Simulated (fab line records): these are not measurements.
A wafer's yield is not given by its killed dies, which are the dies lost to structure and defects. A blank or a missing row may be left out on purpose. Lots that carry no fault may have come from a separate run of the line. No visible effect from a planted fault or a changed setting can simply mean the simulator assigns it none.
A struck lot beside a sound one ; flow sky130 ; 15 out of 708 route steps
Sound: these wafers, L331.2, L331.3, L331.4. Struck: wafers L344.2, L344.3, L344.6. The cause is given at the end.
Each step with rows lists, per side, the tool, then ch with its chambers, then its first start. Under that, the readings that differ: sound wafers ; struck wafers ; difference of the means ; sigmas: that difference in standard deviations of wafers without a fault.
alike: words and numbers the same on both sides, and readings whose means are apart by under 2 such deviations; not compared: readings that were withheld, readings missing a value for some wafer, numbers with overlapping values and no deviation given by the record, and bounds like >300 which may hide the same value.
A row with sigmas, a row that says differs or no value, or rows on one side alone: a step with any of these is where the two part. Numbers that don't overlap but have no deviation are shown without sigmas and don't part them. Lack of a reading on every wafer of one side parts them only where that side has two or more wafers.

SKY_CAPM_METAL_ETCH_13: etches TiN in Cl2/BCl3, stops on SiO2, target depth 220 nm, time 62.9 s.
  sound on rieMetal-01 ch 0,1, day 37 06:24; struck on rieMetal-03 ch 0,1, day 41 07:42
  alike: drypumpMotorCurrentA, oesProductAu, throttleValvePct
  not compared: rfHoursCounterH
SKY_CAPM_STRIP_14: strips in O2/N2.
  sound on plasmaAsher-03 ch 0,1, day 37 06:29; struck on plasmaAsher-02 ch 0, day 41 07:47
  alike: drypumpMotorCurrentA, oesProductAu, stripTimeToEndpointS
  not compared: rfHoursCounterH
then, 10 steps without rows for these wafers: SKY_CAPM_STRIP_15 (strips in post etch residue remover, time 1200 s); SKY_CAPM_CLEAN_16 (cleans in IPA, time 180 s); SKY_CAPM_CLEAN_17 (cleans in O3/DIW); SKY_METAL3_DEHYDRATE_05 (time 60 s); SKY_METAL3_HMDS_06 (prime time 60 s); SKY_METAL3_COAT_07 (resist thk 60 nm); SKY_METAL3_COAT_08 (resist thk 1140 nm); SKY_METAL3_SOFTBAKE_09 (time 90 s); SKY_METAL3_EXPOSE_10 (exposes mask MM3, target cd 300 nm); SKY_METAL3_PEB_11.
SKY_METAL3_DEVELOP_12: develop time 60 s.
  sound on lithoTrack-01 ch 0, day 38 08:00; struck on lithoTrack-03 ch 0, day 42 07:00
reading;sound;struck;difference;sigmas
developerTempC (C);21.05 21.03 20.98;21.64 21.64 21.48;+0.57;+6
SKY_METAL3_CD_MEAS_13: the cd target is 300 nm.
  sound on cdSem-01 at day 38 08:21; struck on cdSem-02 at day 42 07:43
  alike: cdNm
SKY_PAD_OPEN_PROBE_99:
  the record has rows for the sound wafers here (prober-01, day 45 13:52) and none for the struck ones

## WHERE THEY PART
Last at SKY_PAD_OPEN_PROBE_99 as far as this record goes, first at SKY_METAL3_DEVELOP_12.

WHY: what had been put in by the simulator
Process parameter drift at SKY_METAL3_DEVELOP_12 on lithoTrack-03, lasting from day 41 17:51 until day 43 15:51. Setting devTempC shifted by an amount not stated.
